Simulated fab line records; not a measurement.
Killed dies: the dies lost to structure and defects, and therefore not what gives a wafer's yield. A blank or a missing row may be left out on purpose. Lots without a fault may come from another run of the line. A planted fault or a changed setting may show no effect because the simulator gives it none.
A single fault, viewed from 2 desks	flow gf180mcu	each desk has only its own numbers; what lay behind them comes last

## AT THE TOOL OWNER'S DESK: pecvd-03
The tool's own readings at GF_V1_CVD_02 (deposits SiO2 from TEOS, target thk 850 nm, time 94.851 s): means of the sampled wafers that have a number, for each lot that ran on this tool. A lot is out of limits, marked OUT, if its mean lies more than 4 standard deviations from the usual mean; the brackets give that distance.
Columns: A = heater_power_w at GF_V1_CVD_02, usual 614 W; B = run_length_s at GF_V1_CVD_02, usual 123.1 s
lot	first seen here	A	B
L776	day 17 03:30	602	123.0
L782	day 19 10:34	578	122.9
L783	day 19 20:11	633	123.1
L792	day 22 21:38	650	127.1 (+9.8) OUT
L793	day 23 11:47	592	126.8 (+9.0) OUT
This desk's finding: out of limits on L792, L793; first on L792, day 22 21:38 (run_length_s at GF_V1_CVD_02). In limits: L776, L782, L783.

## FROM THE METROLOGY DESK
What the gauges read for every lot (on any tool): the sampled wafers with a number, averaged. A lot is out of limits, marked OUT, if its mean lies more than 4 standard deviations from the usual mean; the brackets give that distance.
Columns: A = V1_CVD_02_THK at GF_V1_THK_MEAS_03, usual 846 nm
lot	first seen here	A
L776	day 17 03:35	833
L778	day 17 23:40	844
L779	day 18 03:16	853
L780	day 18 16:31	856
L782	day 19 10:40	830
L783	day 19 20:16	837
L792	day 22 21:44	883
L793	day 23 11:53	870
L796	day 24 03:06	839
L798	day 24 20:25	870
L799	day 25 06:22	860
This desk's verdict: no lot among the 11 shows anything out of limits.

## TAKEN TOGETHER
The tool owner's desk had the chance to raise an alarm at day 22 21:38 on L792, L793.
Metrology desk: nothing out of limits seen.
The metrology desk holds a record of L792, L793, inside its limits.
GF_V1_CVD_02 was run on pecvd-03 by each of the lots named.

## WHAT WAS PUT IN BY THE SIMULATOR
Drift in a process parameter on pecvd-03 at GF_V1_CVD_02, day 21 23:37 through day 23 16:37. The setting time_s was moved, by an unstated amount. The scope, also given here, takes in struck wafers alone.
Struck lots among those shown: L792, L793.
Delay in hours, fault start to first out-of-limits reading, by desk: the tool owner's desk at 22.
